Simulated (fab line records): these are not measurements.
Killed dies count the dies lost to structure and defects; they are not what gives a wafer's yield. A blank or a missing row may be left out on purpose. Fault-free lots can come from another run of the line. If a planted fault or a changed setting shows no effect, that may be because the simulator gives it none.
fab line records -- flow sky130
[record] lots = 12, wafers = 36, lastDay = 50
route steps=708 shown METAL3@564 VIA3@574 METAL4@600 PAD_OPEN@708
lots with no fault: from the same line, run without faults
startH: start of the lot's first displayed wafer, in hours after the record's first day -- waitH: hours from the lot's prior step to this one -- " the same as in the row above -- L1.1+2: a row that stands for several wafers -- - value missing, or start not given -- * or withheld: withheld -- < > ~ a bound
route shown NAME@n: names a module that has steps shown in the file, with the first one's number in the route -- usual: mean and standard deviation over wafers with no fault -- same: alike in all rows -- chamber/n: place in a boat -- sites: each site's reading -- _std_site: the values' standard deviation -- _edge_site: outer sites' mean less inner sites' -- radiusMm: for every site, how far away it sits from the centre of the wafer -- mask NAME#n: copy n -- behind: the most recent tool/chamber to have shaped the wafer -- hold: cause of the lot's hold/its duration in hours/its outcome -- device: whichever transistor did not switch (one of n, p or np) -- end of line: tests of these same wafers at the route's end -- where a step has no rows: the recipe by itself -- killed: not the wafer's yield, but the dies lost to structure and defects at the first sort -- map: a wafer's dies, marking killed ones x, the rest . and places with no die _
set.NAME: the setting the step ran with; set.NAME@STEP: the setting that earlier step ran with -- model.NAME: the simulator's own value behind a step, which no gauge read
steps of the route over a sample of lots; a table a step, a row a wafer
services: the hour from which a tool's chamber was out of use, counted from the record's first day as startH (under 0 if before that day), plus the number of hours and why
[[steps]]
[step SKY_METAL3_OVL_MEAS_14]
[usual] METAL3_OVL = 1/5
lot.wafer,tool,chamber,startH,waitH,METAL3_OVL[nm]
L974.1,overlay-01,-,900.94,0.1,-3
L974.2,overlay-01,-,900.94,0.1,10
L974.3,overlay-01,-,900.94,0.1,4
L975.3,overlay-01,-,921.20,0.1,6
L975.4,overlay-01,-,921.20,0.1,3
L975.5,overlay-01,-,921.20,0.1,-3
L977.4,overlay-02,-,929.26,0.1,8
L977.5,overlay-02,-,929.26,0.1,-4
L977.6,overlay-02,-,929.26,0.1,2
L980.1,overlay-01,-,947.99,0.1,-1
L980.3,overlay-01,-,947.99,0.1,-2
L980.4,overlay-01,-,947.99,0.1,4
L982.2,overlay-01,-,971.44,0.1,3
L982.3,overlay-01,-,971.44,0.1,-3
L982.6,overlay-01,-,971.44,0.1,-3
L983.1,overlay-02,-,972.39,0.1,1
L983.4,overlay-02,-,972.39,0.1,2
L983.5,overlay-02,-,972.39,0.1,2
L984.1,overlay-02,-,980.79,0.1,-3
L984.4,overlay-02,-,980.79,0.1,6
L984.6,overlay-02,-,980.79,0.1,6
L986.2,overlay-02,-,994.04,0.1,-2
L986.5,overlay-02,-,994.04,0.1,0
L986.6,overlay-02,-,994.04,0.1,-6
L989.2,overlay-01,-,1017.14,0.1,4
L989.3,overlay-01,-,1017.14,0.1,4
L989.4,overlay-01,-,1017.14,0.1,5
L991.2,overlay-01,-,1025.10,0.1,-5
L991.4,overlay-01,-,1025.10,0.1,4
L991.5,overlay-01,-,1025.10,0.1,-4
L992.1,overlay-02,-,1031.14,0.1,-13
L992.2,overlay-02,-,1031.14,0.1,-2
L992.4,overlay-02,-,1031.14,0.1,-3
L996.3,overlay-02,-,1050.25,0.1,4
L996.4,overlay-02,-,1050.25,0.1,-7
L996.5,overlay-02,-,1050.25,0.1,1
[step SKY_METAL3_METAL_ETCH_18]
[recipe] targetDepthA = 8450, stopOn = SiO2, overEtchFrac = 0.3, timeS = 183.1, chemistry = Cl2/BCl3, resistSidewallDeg = 88, pressureMtorr = 10, icpW = 900, biasW = 48.5, Cl2_flow_sccm = 60, bcl3FlowSccm = 30
[usual] bcl3FlowSccm = 30.02/0.095, drypumpMotorCurrentA = 5.3/0.32, oesProductAu = 0.865/0.0056, throttleValvePct = 22.264/0.0098
lot.wafer,tool,chamber,startH,waitH,bcl3FlowSccm,drypumpMotorCurrentA,oesProductAu,rfHoursCounterH,throttleValvePct
L974.1,rieMetal-03,0,901.12,0.0,30.28,5.1,0.866,12,22.270
L974.2,rieMetal-03,0,901.12,0.0,30.16,5.1,0.859,-,22.274
L974.3,rieMetal-03,0,901.12,0.0,30.19,5.2,0.855,-,22.261
L975.3,rieMetal-04,1,921.43,0.1,29.94,5.0,0.866,-,22.262
L975.4,rieMetal-04,0,921.43,0.1,30.02,5.6,0.868,-,22.259
L975.5,rieMetal-04,0,921.43,0.1,30.05,5.6,0.870,-,22.258
L977.4,rieMetal-03,0,929.48,0.1,30.16,5.2,0.874,-,22.272
L977.5,rieMetal-03,1,929.48,0.1,30.08,6.0,0.871,-,22.271
L977.6,rieMetal-03,0,929.48,0.1,30.04,5.2,0.852,-,22.261
L980.1,rieMetal-01,0,948.17,0.0,29.86,5.3,0.865,10,22.265
L980.3,rieMetal-01,1,948.17,0.0,30.09,5.2,0.861,-,22.272
L980.4,rieMetal-01,0,948.17,0.0,30.03,5.3,0.866,-,22.275
L982.2,rieMetal-01,1,971.62,0.0,29.94,5.2,0.859,16,22.269
L982.3,rieMetal-01,0,971.62,0.0,30.02,5.4,0.868,-,22.259
L982.6,rieMetal-01,0,971.62,0.0,30.15,5.4,0.872,-,22.277
L983.1,rieMetal-04,1,972.57,0.0,29.94,4.9,0.866,15,22.249
L983.4,rieMetal-04,1,972.57,0.0,30.02,4.9,0.871,-,22.278
L983.5,rieMetal-04,0,972.57,0.0,30.10,5.6,0.866,-,22.263
L984.1,rieMetal-01,1,980.98,0.0,29.89,5.2,0.857,16,22.267
L984.4,rieMetal-01,0,980.98,0.0,29.96,5.4,0.863,-,22.245
L984.6,rieMetal-01,1,980.98,0.0,29.93,5.2,0.874,-,22.265
L986.2,rieMetal-03,0,994.26,0.0,30.14,5.2,0.865,16,22.242
L986.5,rieMetal-03,0,994.26,0.0,30.07,5.1,0.875,-,22.244
L986.6,rieMetal-03,1,994.26,0.0,29.91,6.0,0.874,-,22.255
L989.2,rieMetal-01,0,1017.32,0.0,30.01,5.4,0.874,15,22.257
L989.3,rieMetal-01,1,1017.32,0.0,30.11,5.2,0.871,-,22.258
L989.4,rieMetal-01,0,1017.32,0.0,30.12,5.4,0.872,-,22.274
L991.2,rieMetal-04,0,1025.28,0.0,29.96,5.6,0.870,23,22.264
L991.4,rieMetal-04,1,1025.28,0.0,29.90,4.9,0.865,-,22.289
L991.5,rieMetal-04,1,1025.28,0.0,30.02,4.9,0.865,-,22.262
L992.1,rieMetal-04,1,1031.33,0.0,29.93,5.0,0.864,19,22.254
L992.2,rieMetal-04,1,1031.33,0.0,30.02,4.9,0.863,-,22.263
L992.4,rieMetal-04,1,1031.33,0.0,29.90,4.9,0.866,-,22.259
L996.3,rieMetal-03,0,1050.61,0.1,30.12,5.2,0.854,-,22.255
L996.4,rieMetal-03,1,1050.61,0.1,30.03,6.0,0.855,-,22.262
L996.5,rieMetal-03,0,1050.61,0.1,30.11,5.2,0.861,-,22.264
[step SKY_VIA3_THK_MEAS_01]
[recipe] reads = SiO2_of_VIA3_HDPCVD_00
[usual] VIA3_HDPCVD_THK = 1688/16
lot.wafer,tool,chamber,startH,waitH,VIA3_HDPCVD_THK[nm]
L974.1,filmMetro-02,-,902.24,0.1,1709
L974.2,filmMetro-02,-,902.24,0.1,1671
L974.3,filmMetro-02,-,902.24,0.1,1682
L975.3,filmMetro-01,-,922.37,0.1,1673
L975.4,filmMetro-01,-,922.37,0.1,1685
L975.5,filmMetro-01,-,922.37,0.1,1696
L977.4,filmMetro-02,-,930.42,0.0,1702
L977.5,filmMetro-02,-,930.42,0.0,1673
L977.6,filmMetro-02,-,930.42,0.0,1719
L980.1,filmMetro-04,-,949.12,0.1,1692
L980.3,filmMetro-04,-,949.12,0.1,1689
L980.4,filmMetro-04,-,949.12,0.1,1704
L982.2,filmMetro-04,-,972.58,0.1,1716
L982.3,filmMetro-04,-,972.58,0.1,1703
L982.6,filmMetro-04,-,972.58,0.1,1707
L983.1,filmMetro-04,-,973.51,0.1,1658
L983.4,filmMetro-04,-,973.51,0.1,1703
L983.5,filmMetro-04,-,973.51,0.1,1694
L984.1,filmMetro-01,-,982.01,0.1,1699
L984.4,filmMetro-01,-,982.01,0.1,1706
L984.6,filmMetro-01,-,982.01,0.1,1721
L986.2,filmMetro-02,-,995.21,0.1,1695
L986.5,filmMetro-02,-,995.21,0.1,1692
L986.6,filmMetro-02,-,995.21,0.1,1672
L989.2,filmMetro-04,-,1018.27,0.1,1708
L989.3,filmMetro-04,-,1018.27,0.1,1679
L989.4,filmMetro-04,-,1018.27,0.1,1675
L991.2,filmMetro-01,-,1026.22,0.1,1643
L991.4,filmMetro-01,-,1026.22,0.1,1689
L991.5,filmMetro-01,-,1026.22,0.1,1667
L992.1,filmMetro-02,-,1032.44,0.1,1697
L992.2,filmMetro-02,-,1032.44,0.1,1702
L992.4,filmMetro-02,-,1032.44,0.1,1684
L996.3,filmMetro-04,-,1051.51,0.1,1663
L996.4,filmMetro-04,-,1051.51,0.1,1680
L996.5,filmMetro-04,-,1051.51,0.1,1664
[step SKY_METAL4_SPUTTER_02]
[recipe] material = AlCu, targetThkNm = 735, powerW = 10600, timeS = 39.1, chamberPressurePa = 0.4
[usual] chamberPressurePa = 0.4000/0.00085, throttleValvePct = 29.9/0.92
lot.wafer,tool,chamber,startH,waitH,chamberPressurePa,throttleValvePct
L974.1,pvdSputter-03,-,928.88,0.0,0.4010,29.7
L974.2,pvdSputter-03,-,928.88,0.0,0.4008,29.7
L974.3,pvdSputter-03,-,928.88,0.0,0.4015,28.4
L975.3,pvdSputter-04,-,949.47,0.0,0.4002,29.8
L975.4,pvdSputter-04,-,949.47,0.0,0.4004,29.2
L975.5,pvdSputter-04,-,949.47,0.0,0.3998,29.8
L977.4,pvdSputter-03,-,958.14,0.0,0.3990,28.5
L977.5,pvdSputter-03,-,958.14,0.0,0.3994,28.4
L977.6,pvdSputter-03,-,958.14,0.0,0.4004,29.5
L980.1,pvdSputter-03,-,975.74,0.0,0.4000,28.4
L980.3,pvdSputter-03,-,975.74,0.0,0.3989,29.6
L980.4,pvdSputter-03,-,975.74,0.0,0.3994,29.6
L982.2,pvdSputter-04,-,997.62,0.0,0.3998,30.7
L982.3,pvdSputter-04,-,997.62,0.0,0.4008,30.2
L982.6,pvdSputter-04,-,997.62,0.0,0.3994,29.3
L983.1,pvdSputter-02,-,999.36,0.0,0.4004,28.7
L983.4,pvdSputter-02,-,999.36,0.0,0.4004,31.1
L983.5,pvdSputter-02,-,999.36,0.0,0.3996,29.4
L984.1,pvdSputter-03,-,1008.55,0.0,0.4009,29.8
L984.4,pvdSputter-03,-,1008.55,0.0,0.3994,29.8
L984.6,pvdSputter-03,-,1008.55,0.0,0.3990,29.7
L986.2,pvdSputter-03,-,1019.87,0.0,0.3997,29.4
L986.5,pvdSputter-03,-,1019.87,0.0,0.3989,29.5
L986.6,pvdSputter-03,-,1019.87,0.0,0.3985,28.2
L989.2,pvdSputter-04,-,1042.47,0.0,0.3299,32.4
L989.3,pvdSputter-04,-,1042.47,0.0,0.3991,30.5
L989.4,pvdSputter-04,-,1042.47,0.0,0.4000,30.0
L991.2,pvdSputter-04,-,1051.27,0.0,0.3999,31.6
L991.4,pvdSputter-04,-,1051.27,0.0,0.3296,32.2
L991.5,pvdSputter-04,-,1051.27,0.0,0.3310,32.0
L992.1,pvdSputter-02,-,1056.97,0.0,0.4006,29.3
L992.2,pvdSputter-02,-,1056.97,0.0,0.4004,29.3
L992.4,pvdSputter-02,-,1056.97,0.0,0.4007,28.7
L996.3,pvdSputter-03,-,1074.98,0.0,0.4014,29.4
L996.4,pvdSputter-03,-,1074.98,0.0,0.4005,30.0
L996.5,pvdSputter-03,-,1074.98,0.0,0.3998,29.7
[step SKY_PAD_OPEN_PROBE_99]
[usual] defectLimitedYield = 82.5/1.9, killed_at_M0_to_M3 = 42/7.2, killed_at_M4_up = 3.5/1.8, killedAtContacts = 25/5.7, killedAtFrontEnd = 16/4.6, killedAtOther = 0.2/0.41, killedDies = 86/9.3, killedOpen = 47/6.3, killedShort = 39/5.9, sort_bin_3_pad_short = 0.9/0.44, sort_bin_5_function = 10.3/1.5, sort_bin_6_memory = 6.3/1, sortNPass = 406/9.3, sortYieldPct = 82.5/1.9
[same] grossDies = 492, killedAtBackSide = 0, sort_bin_4_leakage[%] = 0, sort_bin_8_speed[%] = 0
lot.wafer,tool,chamber,startH,waitH,defectLimitedYield[%],killed_at_M0_to_M3,killed_at_M4_up,killedAtContacts,killedAtFrontEnd,killedAtOther,killedDies,killedOpen,killedShort,sort_bin_3_pad_short[%],sort_bin_5_function[%],sort_bin_6_memory[%],sortNPass,sortYieldPct[%]
L974.1,prober-02,-,1077.43,0.1,80.3,56,2,23,16,0,97,52,45,2.0,10.2,7.5,395,80.3
L974.2,prober-02,-,1077.48,0.1,83.1,45,2,23,13,0,83,33,50,1.4,10.4,5.1,409,83.1
L974.3,prober-02,-,1077.53,0.2,82.7,48,1,14,22,0,85,40,45,0.6,10.6,6.1,407,82.7
L975.3,prober-01,-,1093.00,0.2,82.7,47,5,17,16,0,85,46,39,1.0,8.1,8.1,407,82.7
L975.4,prober-01,-,1093.05,0.2,80.3,62,4,23,7,1,97,55,42,1.0,12.2,6.5,395,80.3
L975.5,prober-01,-,1093.10,0.2,81.7,38,6,26,20,0,90,48,42,0.8,12.2,5.3,402,81.7
L977.4,prober-02,-,1101.24,0.2,83.7,44,5,18,13,0,80,43,37,1.6,8.9,5.7,412,83.7
L977.5,prober-02,-,1101.29,0.2,86.2,33,1,21,13,0,68,40,28,0.8,6.7,6.3,424,86.2
L977.6,prober-02,-,1101.34,0.2,85.0,35,4,20,15,0,74,42,32,1.0,7.7,6.3,418,85.0
L980.1,prober-01,-,1115.93,0.1,83.5,45,1,19,16,0,81,40,41,0.2,10.8,5.5,411,83.5
L980.3,prober-01,-,1116.03,0.2,82.9,33,3,24,24,0,84,45,39,0.4,11.4,5.3,408,82.9
L980.4,prober-01,-,1116.08,0.2,81.7,41,0,31,18,0,90,47,43,1.0,9.6,7.7,402,81.7
L982.2,prober-01,-,1131.68,0.1,83.1,46,2,17,17,1,83,52,31,0.8,8.9,7.1,409,83.1
L982.3,prober-01,-,1131.73,0.2,80.7,38,5,29,23,0,95,53,42,1.0,9.8,8.5,397,80.7
L982.6,prober-01,-,1131.88,0.2,82.5,41,2,17,26,0,86,47,39,0.4,10.4,6.7,406,82.5
L983.1,prober-02,-,1133.57,0.1,83.5,38,4,25,14,0,81,39,42,0.8,9.1,6.5,411,83.5
L983.4,prober-02,-,1133.72,0.2,83.7,45,2,19,14,0,80,43,37,0.8,7.7,7.7,412,83.7
L983.5,prober-02,-,1133.77,0.2,80.5,55,2,25,14,0,96,51,45,1.2,11.6,6.7,396,80.5
L984.1,prober-01,-,1143.86,0.1,83.9,39,5,21,14,0,79,41,38,0.6,9.6,5.9,413,83.9
L984.4,prober-01,-,1144.01,0.2,82.5,44,5,25,12,0,86,47,39,1.0,9.8,6.7,406,82.5
L984.6,prober-01,-,1144.11,0.2,83.3,35,5,30,12,0,82,49,33,0.4,9.1,7.1,410,83.3
L986.2,prober-01,-,1152.04,0.1,83.1,43,3,27,10,0,83,47,36,1.6,8.7,6.5,409,83.1
L986.5,prober-01,-,1152.19,0.2,82.5,42,5,19,19,1,86,49,37,1.0,10.4,6.1,406,82.5
L986.6,prober-01,-,1152.24,0.2,81.1,38,5,35,15,0,93,52,41,1.2,11.0,6.7,399,81.1
L989.2,prober-02,-,1169.88,0.1,85.0,24,3,30,17,0,74,45,29,0.4,6.9,7.7,418,85.0
L989.3,prober-02,-,1169.93,0.2,79.1,46,3,35,19,0,103,56,47,0.8,13.4,6.7,389,79.1
L989.4,prober-02,-,1169.98,0.2,78.5,45,3,27,31,0,106,60,46,0.8,11.8,8.9,386,78.5
L991.2,prober-02,-,1176.98,0.1,81.1,45,4,27,17,0,93,58,35,0.8,10.4,7.7,399,81.1
L991.4,prober-02,-,1177.08,0.2,80.7,53,3,24,15,0,95,52,43,0.4,12.6,6.3,397,80.7
L991.5,prober-02,-,1177.13,0.2,80.7,48,4,24,19,0,95,59,36,1.2,13.0,5.1,397,80.7
L992.1,prober-01,-,1182.02,0.1,83.9,36,1,23,18,1,79,46,33,0.8,10.0,5.3,413,83.9
L992.2,prober-01,-,1182.07,0.1,81.9,29,2,41,16,1,89,47,42,0.6,10.2,7.3,403,81.9
L992.4,prober-01,-,1182.17,0.2,82.9,38,1,30,15,0,84,42,42,0.4,12.2,4.5,408,82.9
L996.3,prober-01,-,1193.69,0.2,82.7,38,4,20,23,0,85,47,38,1.4,9.1,6.7,407,82.7
L996.4,prober-01,-,1193.74,0.2,84.6,38,5,26,7,0,76,45,31,0.6,7.9,6.9,416,84.6
L996.5,prober-01,-,1193.79,0.2,81.5,47,3,23,18,0,91,47,44,1.0,11.6,5.9,401,81.5
// killed by level:class
L974.1 VIA1:geometricParticle:open=15 VIA2:geometricParticle:open=9 CONTACT:geometricParticle:open=7 METAL3:geometricParticle:short=7 METAL2:geometricParticle:short=6 VIA3:geometricParticle:open=6 POLY_GATE:geometricParticle:open=5 LOCAL_INTERCONNECT:geometricParticle:short=5
L974.2 METAL1:geometricParticle:short=8 METAL3:geometricParticle:short=7 CONTACT:geometricParticle:short=7 METAL2:geometricParticle:short=7 CONTACT:geometricParticle:open=6 VIA1:geometricParticle:open=6 VIA2:geometricParticle:open=4 VIA1:geometricParticle:short=4
L974.3 METAL1:geometricParticle:short=7 VIA1:geometricParticle:open=7 METAL2:geometricParticle:short=7 VIA2:geometricParticle:open=6 FIELD_ISO:geometricParticle:short=5 METAL3:geometricParticle:short=5 LI_CONTACT:geometricParticle:open=4 POLY_GATE:geometricParticle:short=4
L975.3 VIA1:geometricParticle:open=17 METAL1:geometricParticle:short=6 VIA3:geometricParticle:open=6 LI_CONTACT:geometricParticle:open=5 VIA3:geometricParticle:short=5 FIELD_ISO:geometricParticle:short=4 CONTACT:geometricParticle:short=4 VIA1:geometricParticle:short=4
L975.4 LI_CONTACT:geometricParticle:open=12 VIA3:geometricParticle:open=12 VIA1:geometricParticle:open=11 METAL1:geometricParticle:short=9 VIA1:geometricParticle:short=9 VIA2:geometricParticle:open=7 METAL2:geometricParticle:short=6 CONTACT:geometricParticle:open=5
L975.5 CONTACT:geometricParticle:open=12 VIA1:geometricParticle:open=7 METAL2:geometricParticle:short=7 VIA3:geometricParticle:open=6 SPACER:geometricParticle:short=6 CONTACT:geometricParticle:short=6 VIA2:geometricParticle:open=6 METAL1:geometricParticle:short=5
L977.4 VIA1:geometricParticle:open=11 VIA1:geometricParticle:short=7 VIA2:geometricParticle:open=7 CONTACT:geometricParticle:open=6 CONTACT:geometricParticle:short=5 LI_CONTACT:geometricParticle:open=4 METAL2:geometricParticle:short=4 VIA2:geometricParticle:short=4
L977.5 CONTACT:geometricParticle:open=10 VIA2:geometricParticle:open=7 METAL1:geometricParticle:short=5 VIA1:geometricParticle:open=5 METAL2:geometricParticle:short=5 FIELD_ISO:geometricParticle:open=4 POLY_GATE:geometricParticle:open=4 LOCAL_INTERCONNECT:geometricParticle:short=4
L977.6 VIA1:geometricParticle:open=8 CONTACT:geometricParticle:open=7 LI_CONTACT:geometricParticle:open=6 METAL1:geometricParticle:short=6 FIELD_ISO:geometricParticle:open=5 VIA2:geometricParticle:open=5 FIELD_ISO:geometricParticle:short=4 VIA1:geometricParticle:short=4
L980.1 VIA2:geometricParticle:open=8 VIA3:geometricParticle:open=7 FIELD_ISO:geometricParticle:short=6 VIA1:geometricParticle:open=6 CONTACT:geometricParticle:open=6 METAL2:geometricParticle:short=6 FIELD_ISO:geometricParticle:open=5 VIA1:geometricParticle:short=5
L980.3 VIA1:geometricParticle:open=9 CONTACT:geometricParticle:open=8 CONTACT:geometricParticle:short=7 FIELD_ISO:geometricParticle:short=7 FIELD_ISO:geometricParticle:open=6 LI_CONTACT:geometricParticle:open=5 VIA2:geometricParticle:open=5 METAL1:geometricParticle:short=5
L980.4 LI_CONTACT:geometricParticle:open=9 CONTACT:geometricParticle:short=8 CONTACT:geometricParticle:open=7 VIA2:geometricParticle:open=7 VIA1:geometricParticle:open=7 POLY_GATE:geometricParticle:open=6 METAL2:geometricParticle:short=6 VIA3:geometricParticle:open=6
L982.2 VIA1:geometricParticle:open=15 VIA3:geometricParticle:open=11 VIA2:geometricParticle:open=7 FIELD_ISO:geometricParticle:open=5 LI_CONTACT:geometricParticle:short=5 LI_CONTACT:geometricParticle:open=5 VIA1:geometricParticle:short=5 FIELD_ISO:geometricParticle:short=4
L982.3 CONTACT:geometricParticle:open=12 VIA1:geometricParticle:open=11 VIA2:geometricParticle:open=9 POLY_GATE:geometricParticle:short=6 VIA1:geometricParticle:short=6 LI_CONTACT:geometricParticle:short=5 LI_CONTACT:geometricParticle:open=5 POLY_GATE:geometricParticle:open=4
L982.6 POLY_GATE:geometricParticle:short=13 VIA1:geometricParticle:open=9 CONTACT:geometricParticle:open=7 LI_CONTACT:geometricParticle:open=5 CONTACT:geometricParticle:short=5 VIA1:geometricParticle:short=5 METAL2:geometricParticle:short=5 VIA2:geometricParticle:open=5
L983.1 CONTACT:geometricParticle:open=10 VIA2:geometricParticle:open=7 VIA1:geometricParticle:open=7 VIA3:geometricParticle:open=6 LOCAL_INTERCONNECT:geometricParticle:short=5 CONTACT:geometricParticle:short=5 VIA1:geometricParticle:short=5 METAL4:geometricParticle:short=4
L983.4 VIA1:geometricParticle:open=11 CONTACT:geometricParticle:open=8 VIA3:geometricParticle:open=8 LI_CONTACT:geometricParticle:open=6 VIA1:geometricParticle:short=5 VIA3:geometricParticle:short=5 FIELD_ISO:geometricParticle:short=4 POLY_GATE:geometricParticle:short=3
L983.5 VIA1:geometricParticle:open=15 METAL1:geometricParticle:short=10 CONTACT:geometricParticle:open=9 CONTACT:geometricParticle:short=7 VIA1:geometricParticle:short=6 LI_CONTACT:geometricParticle:open=5 METAL2:geometricParticle:short=5 VIA3:geometricParticle:open=5
L984.1 VIA1:geometricParticle:open=10 VIA1:geometricParticle:short=7 LI_CONTACT:geometricParticle:open=6 VIA3:geometricParticle:open=6 CONTACT:geometricParticle:open=6 FIELD_ISO:geometricParticle:short=4 CONTACT:geometricParticle:short=4 VIA2:geometricParticle:open=4
L984.4 CONTACT:geometricParticle:open=9 VIA1:geometricParticle:open=8 LI_CONTACT:geometricParticle:open=8 VIA2:geometricParticle:open=8 VIA2:geometricParticle:short=5 METAL1:geometricParticle:short=5 FIELD_ISO:geometricParticle:open=4 CONTACT:geometricParticle:short=4
L984.6 CONTACT:geometricParticle:open=14 VIA1:geometricParticle:open=9 LI_CONTACT:geometricParticle:open=7 METAL1:geometricParticle:short=6 CONTACT:geometricParticle:short=5 FIELD_ISO:geometricParticle:short=4 METAL2:geometricParticle:short=4 VIA2:geometricParticle:open=4
L986.2 CONTACT:geometricParticle:open=14 METAL1:geometricParticle:short=7 VIA2:geometricParticle:open=7 VIA3:geometricParticle:open=6 POLY_GATE:geometricParticle:short=4 LI_CONTACT:geometricParticle:open=4 VIA1:geometricParticle:open=4 METAL2:geometricParticle:short=4
L986.5 VIA1:geometricParticle:open=10 VIA3:geometricParticle:open=9 VIA2:geometricParticle:open=7 LOCAL_INTERCONNECT:geometricParticle:short=5 POLY_GATE:geometricParticle:short=5 FIELD_ISO:geometricParticle:open=4 FIELD_ISO:geometricParticle:short=4 LI_CONTACT:geometricParticle:open=4
L986.6 VIA1:geometricParticle:open=13 LI_CONTACT:geometricParticle:open=11 CONTACT:geometricParticle:open=9 LOCAL_INTERCONNECT:geometricParticle:short=5 CONTACT:geometricParticle:short=5 FIELD_ISO:geometricParticle:short=4 POLY_GATE:geometricParticle:short=4 METAL2:geometricParticle:short=4
L989.2 CONTACT:geometricParticle:open=12 LI_CONTACT:geometricParticle:open=8 VIA1:geometricParticle:open=7 LOCAL_INTERCONNECT:geometricParticle:short=5 VIA3:geometricParticle:open=5 POLY_GATE:geometricParticle:open=4 CONTACT:geometricParticle:short=4 FIELD_ISO:geometricParticle:short=3
L989.3 CONTACT:geometricParticle:open=19 VIA1:geometricParticle:open=12 POLY_GATE:geometricParticle:short=7 FIELD_ISO:geometricParticle:short=6 VIA2:geometricParticle:open=6 METAL2:geometricParticle:short=6 CONTACT:geometricParticle:short=6 VIA1:geometricParticle:short=5
L989.4 VIA3:geometricParticle:open=15 CONTACT:geometricParticle:open=10 FIELD_ISO:geometricParticle:short=9 POLY_GATE:geometricParticle:short=8 VIA1:geometricParticle:open=7 VIA2:geometricParticle:open=7 POLY_GATE:geometricParticle:open=6 FIELD_ISO:geometricParticle:open=5
L991.2 CONTACT:geometricParticle:open=12 VIA1:geometricParticle:open=12 VIA2:geometricParticle:open=9 VIA3:geometricParticle:open=7 METAL2:geometricParticle:short=6 METAL1:geometricParticle:short=6 POLY_GATE:geometricParticle:open=5 FIELD_ISO:geometricParticle:open=4
L991.4 VIA1:geometricParticle:open=14 CONTACT:geometricParticle:open=8 METAL2:geometricParticle:short=7 VIA3:geometricParticle:open=7 POLY_GATE:geometricParticle:open=5 LI_CONTACT:geometricParticle:open=5 CONTACT:geometricParticle:short=5 VIA3:geometricParticle:short=5
L991.5 CONTACT:geometricParticle:open=10 VIA2:geometricParticle:open=8 VIA1:geometricParticle:open=8 VIA3:geometricParticle:open=8 LI_CONTACT:geometricParticle:open=7 FIELD_ISO:geometricParticle:open=6 METAL1:geometricParticle:short=6 VIA3:geometricParticle:short=6
L992.1 CONTACT:geometricParticle:open=10 VIA1:geometricParticle:open=8 VIA2:geometricParticle:open=8 VIA1:geometricParticle:short=7 LOCAL_INTERCONNECT:geometricParticle:short=5 METAL2:geometricParticle:short=5 FIELD_ISO:geometricParticle:short=4 POLY_GATE:geometricParticle:open=4
L992.2 LI_CONTACT:geometricParticle:open=12 LI_CONTACT:geometricParticle:short=8 CONTACT:geometricParticle:short=8 FIELD_ISO:geometricParticle:open=7 CONTACT:geometricParticle:open=6 VIA1:geometricParticle:open=6 VIA3:geometricParticle:open=6 LOCAL_INTERCONNECT:geometricParticle:short=5
L992.4 LI_CONTACT:geometricParticle:open=9 VIA1:geometricParticle:open=9 LOCAL_INTERCONNECT:geometricParticle:short=8 CONTACT:geometricParticle:open=8 VIA1:geometricParticle:short=7 VIA3:geometricParticle:open=6 METAL2:geometricParticle:short=5 FIELD_ISO:geometricParticle:short=4
L996.3 VIA1:geometricParticle:open=17 FIELD_ISO:geometricParticle:short=7 LI_CONTACT:geometricParticle:open=7 POLY_GATE:geometricParticle:short=5 FIELD_ISO:geometricParticle:open=4 CONTACT:geometricParticle:short=4 CONTACT:geometricParticle:open=4 VIA2:geometricParticle:open=4
L996.4 CONTACT:geometricParticle:open=10 VIA1:geometricParticle:open=10 VIA3:geometricParticle:open=8 LI_CONTACT:geometricParticle:open=6 LOCAL_INTERCONNECT:geometricParticle:short=5 METAL2:geometricParticle:short=4 VIA2:geometricParticle:short=4 VIA2:geometricParticle:open=4
L996.5 VIA1:geometricParticle:open=11 VIA2:geometricParticle:open=9 CONTACT:geometricParticle:open=7 CONTACT:geometricParticle:short=7 VIA1:geometricParticle:short=6 VIA3:geometricParticle:open=6 FIELD_ISO:geometricParticle:short=5 FIELD_ISO:geometricParticle:open=5
[[services]]
tool,chamber,startH,hours,kind
rieMetal-01,-,884.14,0.3,repair
rieMetal-03,1,897.64,-,clean
rieMetal-03,1,897.64,14.6,scheduledDown
rieMetal-03,1,897.64,14.6,ventCycle
pvdSputter-02,-,908.89,0.5,repair
pvdSputter-04,-,911.27,3.2,repair
rieMetal-04,-,937.24,2.8,pm
pvdSputter-02,-,947.51,4.0,repair
pvdSputter-03,-,967.76,2.9,repair
rieMetal-03,0,982.63,2.7,repair
rieMetal-03,1,984.74,4.0,repair
pvdSputter-04,-,1011.22,2.6,repair
pvdSputter-03,-,1016.37,3.0,repair
rieMetal-04,0,1030.98,-,clean
rieMetal-04,0,1030.98,21.6,scheduledDown
rieMetal-04,0,1030.98,21.6,ventCycle
rieMetal-01,0,1033.46,1.9,repair
rieMetal-01,0,1042.65,16.9,repair
rieMetal-01,1,1048.55,8.3,repair
pvdSputter-04,-,1052.56,0.5,repair
rieMetal-03,-,1067.22,0.6,repair
pvdSputter-02,-,1067.27,2.5,repair
rieMetal-01,-,1068.86,2.8,pm
[[key]]
[firstSign] step = SKY_METAL4_SPUTTER_02, reading = chamberPressurePa, direction = down, sigmas = 83, usual = 0.4000, struck = 0.3302
[effect] step = SKY_METAL4_SPUTTER_02, reading = throttleValvePct, direction = up, sigmas = 2.6, usual = 29.9, struck = 32.2
metAt SKY_METAL4_SPUTTER_02
struckLots L989,L991
struckWafers L989.2,L991.4,L991.5
notActingAt SKY_METAL3_OVL_MEAS_14,SKY_METAL3_METAL_ETCH_18,SKY_VIA3_THK_MEAS_01
onsetBetween 997.62 1042.47
[fault] kind = processParameterDrift, tool = pvdSputter-04, chamber = -, onsetH = 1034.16, steps = SKY_METAL4_SPUTTER_02, channel = chamberPressurePa, offset = -0.069953, shape = step, endH = 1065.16, actsIn = theseRecipesOnly, stated = 0.4, scope = struckWafersOnly
